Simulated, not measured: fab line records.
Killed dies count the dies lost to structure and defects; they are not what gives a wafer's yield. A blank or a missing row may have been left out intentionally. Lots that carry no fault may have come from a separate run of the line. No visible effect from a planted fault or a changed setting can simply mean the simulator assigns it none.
fab line records | flow gf180mcu
record: lots: 5 wafers: 15 lastDay: 34
route steps=602 shown M2@371 V2@382
lots untouched by any fault: they come from a run of this same line in which no faults occurred
startH: hours from the record's opening day to when the first of the lot's shown wafers began | waitH: hours since the lot's step before | " identical to the entry in the row above | L1.1+2: a row that stands for several wafers | - value missing, or start not given | * or withheld: withheld | < > ~ a bound
route shown NAME@n: a module of which the file shows steps, and the number in the route of the first | usual: mean and standard deviation over wafers with no fault | same: alike in all rows | chamber/n: place in a boat | sites: each site's reading | _std_site: the standard deviation of these | _edge_site: outer sites' mean less inner sites' | radiusMm: how far each site lies from the wafer's centre | mask NAME#n: copy n | behind: tool/chamber where the wafer was last shaped | hold: the reason the lot was held/the length of the hold in hours/how it ended | device: which transistor (n, p or np) failed to switch | end of line: tests of these same wafers at the route's end | step lacking rows: just its recipe | killed: count of dies lost to structure and defects at first sort (not the wafer's yield) | map: a wafer's dies, marking killed ones x, the rest . and places with no die _
set.NAME: the setting as run; set.NAME@STEP: as run at that earlier step | model.NAME: the simulator's own value behind a step, which no gauge read
lots at some steps of the route; a table a step, a row a wafer
services: a tool's chamber out of use, with start hour (startH, from the record's first day; less than 0 if before it), hours out, and reason
== steps ==
step: GF_M2_COAT_09
recipe: resist: KrF spinRpm: withheld resistThkNm: 1000
columns lot.wafer tool chamber startH waitH
L083.2+3+6 lithoTrack-03 0 504.75 0.1
L085.3+4+5 lithoTrack-02 0 542.63 0.1
L094.3+4+6 lithoTrack-03 0 589.02 0.1
L093.2+5+6 lithoTrack-02 0 596.05 0.1
L095.2+3+5 lithoTrack-02 0 603.15 0.1
step: GF_M2_SOFTBAKE_10
recipe: tempC: 130 timeS: 60 resist: KrF
columns lot.wafer tool chamber startH waitH
L083.2+3+6 lithoTrack-03 0 504.90 0.1
L085.3+4+5 lithoTrack-02 0 542.78 0.1
L094.3+4+6 lithoTrack-03 0 589.17 0.1
L093.2+5+6 lithoTrack-02 0 596.20 0.1
L095.2+3+5 lithoTrack-02 0 603.30 0.1
step: GF_M2_EXPOSE_11
recipe: maskId: Metal2 targetCdNm: 280 na: 0.68 sourceShape: conventional sigmaOuter: 0.6 doseMj: 28
columns lot.wafer tool chamber startH waitH mask
L083.2+3+6 krfScanner-02 0 - - Metal2#0
L085.3+4+5 krfScanner-02 0 - - Metal2#0
L094.3+4+6 krfScanner-02 0 - - Metal2#0
L093.2+5+6 krfScanner-01 0 - - Metal2#0
L095.2+3+5 krfScanner-02 0 - - Metal2#0
step: GF_M2_PEB_12
recipe: pebTempC: 135 pebTimeS: 90 resist: KrF
columns lot.wafer tool chamber startH waitH
L083.2+3+6 lithoTrack-03 0 - -
L085.3+4+5 lithoTrack-02 0 - -
L094.3+4+6 lithoTrack-01 0 - -
L093.2+5+6 lithoTrack-02 0 - -
L095.2+3+5 lithoTrack-01 0 - -
step: GF_M2_DEVELOP_13
recipe: developTimeS: 60 devTempC: 21
columns lot.wafer tool chamber startH waitH
L083.2+3+6 lithoTrack-03 0 516.75 0.2
L085.3+4+5 lithoTrack-02 0 553.98 0.1
L094.3+4+6 lithoTrack-01 0 599.76 0.1
L093.2+5+6 lithoTrack-02 0 606.65 0.2
L095.2+3+5 lithoTrack-01 0 613.14 0.2
step: GF_M2_CD_MEAS_14
recipe: targetCdNm: 280
usual: cdNm: 279.7/1.4
columns lot.wafer tool chamber startH waitH cdNm
L083.2 cdSem-02 - 516.89 0.1 279.6
L083.3 " - " " 280.4
L083.6 " - " " 279.8
L085.3 cdSem-01 - 554.12 0.1 280.8
L085.4 " - " " 281.7
L085.5 " - " " 281.2
L094.3 cdSem-01 - 599.90 0.1 278.8
L094.4 " - " " 278.9
L094.6 " - " " 278.2
L093.2 cdSem-02 - 606.80 0.1 279.5
L093.5 " - " " 279.9
L093.6 " - " " 280.4
L095.2 cdSem-02 - 613.35 0.2 277.1
L095.3 " - " " 277.0
L095.5 " - " " 277.0
step: GF_M2_OVL_MEAS_15
usual: M2_OVL: -1/5
columns lot.wafer tool chamber startH waitH M2_OVL[nm]
L083.2 overlay-01 - 517.00 0.1 2
L083.3 " - " " 2
L083.6 " - " " -3
L085.3 overlay-01 - 554.21 0.1 4
L085.4 " - " " 9
L085.5 " - " " 3
L094.3 overlay-01 - 600.00 0.1 -1
L094.4 " - " " 4
L094.6 " - " " -5
L093.2 overlay-01 - 606.91 0.1 2
L093.5 " - " " 2
L093.6 " - " " -2
L095.2 overlay-02 - 613.45 0.1 2
L095.3 " - " " 4
L095.5 " - " " -3
step: GF_M2_METAL_ETCH_16
recipe: chemistry: Cl2/BCl3 maskMaterial: KrF targetDepthNm: 750.8 stopOn: SiO2 pressureMtorr: 8 icpW: 800 biasW: 140 Cl2_flow_sccm: 80 bcl3FlowSccm: 40 timeS: 125.1
usual: chamberPressureMTorr: 7.999/0.0075 drypumpMotorCurrentA: 5.5/0.46 oesProductAu: 0.989/0.0052 throttleValvePct: 28.231/0.01
columns lot.wafer tool chamber startH waitH chamberPressureMTorr drypumpMotorCurrentA oesProductAu rfHoursCounterH throttleValvePct
L083.2 rieMetal-02 0 517.03 0.0 7.992 5.2 0.989 9 28.228
L083.3 " 0 " " 8.002 5.1 0.993 - 28.248
L083.6 " 0 " " 7.996 5.2 0.981 - 28.225
L085.3 rieMetal-03 0 554.28 0.1 8.003 5.0 0.990 - 28.212
L085.4 " 1 " " 8.011 5.6 0.996 - 28.244
L085.5 " 0 " " 7.991 5.0 0.991 - 28.226
L094.3 rieMetal-03 1 600.06 0.1 7.987 5.6 0.994 - 28.231
L094.4 " 0 " " 8.001 5.0 0.982 - 28.231
L094.6 " 0 " " 7.998 5.0 0.987 - 28.241
L093.2 rieMetal-02 1 606.94 0.0 8.002 6.1 0.992 7 28.222
L093.5 " 1 " " 8.006 6.1 0.995 - 28.228
L093.6 " 0 " " 7.996 5.1 0.998 - 28.221
L095.2 rieMetal-04 1 613.48 0.0 8.004 5.4 0.989 12 28.241
L095.3 " 0 " " 7.997 6.1 0.971 - 28.243
L095.5 " 1 " " 8.001 5.4 0.981 - 28.238
step: GF_M2_STRIP_17
recipe: chemistry: O2/N2 powerW: 1400 pressureMtorr: 1500 platenTempC: 250 o2FlowSccm: 3000 n2FlowSccm: 300 overashFraction: 0.5
usual: chamberPressureMTorr: 1500.2/1.4 drypumpMotorCurrentA: 5.7/0.48 heaterPowerW: 318/18 oesProductAu: 0.537/0.005 stripTimeToEndpointS: 7.39/0.042
columns lot.wafer tool chamber startH waitH chamberPressureMTorr drypumpMotorCurrentA heaterPowerW oesProductAu rfHoursCounterH stripTimeToEndpointS
L083.2 plasmaAsher-04 0 517.16 0.1 1501.5 5.3 327 0.539 88 7.41
L083.3 " 0 " " 1500.3 5.3 324 0.545 - 7.40
L083.6 " 0 " " 1501.0 5.3 328 0.537 - 7.40
L085.3 plasmaAsher-04 0 554.40 0.1 1502.4 5.3 329 0.539 - 7.33
L085.4 " 1 " " 1498.9 5.7 325 0.530 - 7.37
L085.5 " 1 " " 1499.8 5.7 315 0.535 - 7.33
L094.3 plasmaAsher-04 0 600.18 0.1 1502.3 5.2 335 0.538 - 7.34
L094.4 " 1 " " 1500.9 5.7 321 0.537 - 7.39
L094.6 " 1 " " 1502.2 5.7 314 0.534 - 7.38
L093.2 plasmaAsher-04 1 607.06 0.1 1497.9 5.7 323 0.534 97 7.40
L093.5 " 0 " " 1498.5 5.3 331 0.540 - 7.39
L093.6 " 1 " " 1502.8 5.7 320 0.545 - 7.40
L095.2 plasmaAsher-02 1 613.61 0.1 1499.5 5.7 335 0.532 54 7.38
L095.3 " 0 " " 1500.4 5.6 352 0.539 - 7.41
L095.5 " 0 " " 1500.1 5.5 345 0.535 - 7.34
step: GF_M2_STRIP_18
recipe: chemistry: postEtchResidueRemover timeS: 1200 tempC: 72.5
columns lot.wafer tool chamber startH waitH
L083.2+3+6 wetBench-03 2 517.26 0.1
L085.3+4+5 wetBench-03 0 554.47 0.0
L094.3+4+6 wetBench-03 3 600.25 0.0
L093.2+5+6 wetBench-01 0 607.16 0.1
L095.2+3+5 wetBench-01 2 613.71 0.1
step: GF_M2_CLEAN_19
recipe: chemistry: DIW dry: n2Spin
columns lot.wafer tool chamber startH waitH
L083.2+3+6 wetBench-02 2 517.60 0.0
L085.3+4+5 wetBench-01 0 554.81 0.0
L094.3+4+6 wetBench-02 2 600.62 0.0
L093.2+5+6 wetBench-02 3 607.51 0.0
L095.2+3+5 wetBench-02 1 614.08 0.0
step: GF_V2_CVD_00
recipe: material: SiO2 targetThkNm: 600 sigmaOpenFrac: 0.3 tempC: 400 timeS: 100 sih4FlowSccm: 60 pressureMtorr: 6
columns lot.wafer tool chamber startH waitH
L083.2+3+6 hdpcvd-01 2,0,2 517.70 0.0
L085.3+4+5 hdpcvd-01 2,0,1 554.90 0.0
L094.3+4+6 hdpcvd-01 1,0,1 600.71 0.0
L093.2+5+6 hdpcvd-01 1,0,1 607.63 0.0
L095.2+3+5 hdpcvd-02 1,0,2 614.18 0.0
step: GF_V2_THK_MEAS_01
recipe: reads: SiO2_of_V2_CVD_00
usual: V2_CVD_00_THK: 600/5.4
columns lot.wafer tool chamber startH waitH V2_CVD_00_THK[nm]
L083.2 filmMetro-03 - 517.78 0.0 606
L083.3 " - " " 610
L083.6 " - " " 601
L085.3 filmMetro-02 - 554.99 0.1 609
L085.4 " - " " 610
L085.5 " - " " 602
L094.3 filmMetro-04 - 600.81 0.1 595
L094.4 " - " " 597
L094.6 " - " " 596
L093.2 filmMetro-02 - 607.71 0.0 594
L093.5 " - " " 599
L093.6 " - " " 597
L095.2 filmMetro-02 - 614.26 0.0 604
L095.3 " - " " 606
L095.5 " - " " 606
step: GF_V2_CVD_02
recipe: material: SiO2 targetThkNm: 850 precursor: TEOS tempC: 400 timeS: 94.851 rfW: 600
usual: heaterPowerW: 682/100
columns lot.wafer tool chamber startH waitH heaterPowerW
L083.2 pecvd-02 0 517.83 0.0 856
L083.3 " 2 " " 754
L083.6 " 2 " " 796
L085.3 pecvd-04 0 555.03 0.0 793
L085.4 " 0 " " 804
L085.5 " 1 " " 518
L094.3 pecvd-01 2 600.85 0.0 673
L094.4 " 1 " " 790
L094.6 " 2 " " 708
L093.2 pecvd-04 0 607.76 0.0 741
L093.5 " 0 " " 803
L093.6 " 2 " " 659
L095.2 pecvd-02 0 614.31 0.0 787
L095.3 " 1 " " 561
L095.5 " 2 " " 637
step: GF_V2_THK_MEAS_03
recipe: reads: SiO2_of_V2_CVD_02
usual: V2_CVD_02_THK: 849/10
columns lot.wafer tool chamber startH waitH V2_CVD_02_THK[nm]
L083.2 filmMetro-04 - 517.91 0.0 839
L083.3 " - " " 835
L083.6 " - " " 853
L085.3 filmMetro-03 - 555.12 0.1 849
L085.4 " - " " 851
L085.5 " - " " 861
L094.3 filmMetro-02 - 600.94 0.1 828
L094.4 " - " " 846
L094.6 " - " " 847
L093.2 filmMetro-02 - 607.84 0.0 829
L093.5 " - " " 850
L093.6 " - " " 857
L095.2 filmMetro-04 - 614.39 0.0 841
L095.3 " - " " 842
L095.5 " - " " 860
step: GF_V2_CMP_04
recipe: material: SiO2 downForcePsi: 4 platenRpm: 60 padVelocityMS: 0.94248
usual: motorCurrentA: 11.3/1.2 retainingRingPressureFrac: 1.000/0.0049 timeToEndpointS: 80/4.9
columns lot.wafer tool chamber startH waitH motorCurrentA retainingRingPressureFrac timeToEndpointS
L083.3 cmp-02 1 517.96 0.0 12.9 1.004 73
L083.2 " 0 " " 11.0 0.991 73
L083.6 " 2 " " 10.1 1.003 83
L085.4 cmp-02 3 555.26 0.1 11.9 0.998 84
L085.3 " 0 " " 11.4 0.996 78
L085.5 " 2 " " 9.1 1.003 82
L094.4 cmp-01 3 600.98 0.0 11.0 1.000 79
L094.3 " 0 " " 9.7 1.004 74
L094.6 " 0 " " 9.5 1.006 81
L093.2 cmp-01 0 608.13 0.3 10.2 0.997 74
L093.6 " 3 " " 11.6 1.008 84
L093.5 " 0 " " 9.9 0.995 81
L095.2 cmp-02 3 614.54 0.1 12.0 0.995 72
L095.3 " 0 " " 10.8 0.994 72
L095.5 " 1 " " 13.2 1.002 78
step: GF_V2_BOW_MEAS_05
recipe: mode: bow
usual: V2_BOW: 102/8
columns lot.wafer tool chamber startH waitH V2_BOW[um]
L083.2 filmMetro-03 - 518.28 0.1 104
L083.3 " - " " 97
L083.6 " - " " 107
L085.3 filmMetro-04 - 555.50 0.1 95
L085.4 " - " " 90
L085.5 " - " " 101
L094.3 filmMetro-02 - 601.32 0.2 107
L094.4 " - " " 100
L094.6 " - " " 105
L093.2 filmMetro-02 - 608.40 0.2 111
L093.5 " - " " 103
L093.6 " - " " 102
L095.2 filmMetro-04 - 614.76 0.2 104
L095.3 " - " " 110
L095.5 " - " " 94
step: GF_V2_DEHYDRATE_06
recipe: tempC: 200 timeS: 60
columns lot.wafer tool chamber startH waitH
L083.2+3+6 lithoTrack-04 0 529.13 10.8
L085.3+4+5 lithoTrack-02 0 565.73 10.2
L094.3+4+6 lithoTrack-02 0 610.93 9.6
L093.2+5+6 lithoTrack-04 0 618.18 9.8
L095.2+3+5 lithoTrack-04 0 624.78 10.0
== services ==
columns tool chamber startH hours kind
pecvd-04 2 480.81 1.9 repair
pecvd-02 - 486.84 2.3 repair
cmp-01 - 508.21 10.6 pm
cmp-02 - 531.26 1.4 repair
krfScanner-02 - 543.59 1.3 pm
pecvd-02 1 550.22 28.0 repair
rieMetal-02 - 550.36 0.3 repair
rieMetal-02 - 554.54 2.8 pm
krfScanner-02 - 570.52 0.8 pm
cmp-02 - 572.00 4.0 pm
pecvd-04 - 577.53 6.0 pm
rieMetal-03 1 578.96 13.2 repair
pecvd-02 - 580.83 0.8 repair
cmp-02 - 584.39 2.3 repair
pecvd-04 - 591.12 14.0 pm
cmp-02 - 593.51 3.2 pm
pecvd-04 - 604.60 2.7 repair
cmp-01 - 606.45 1.6 repair
krfScanner-02 - 610.48 1.0 pm
pecvd-04 0 610.91 3.7 repair
rieMetal-03 0 611.42 5.8 repair
wetBench-02 - 622.31 2.4 repair
cmp-02 - 622.98 0.8 repair
krfScanner-02 - 624.84 5.3 repair
== key ==
fault none
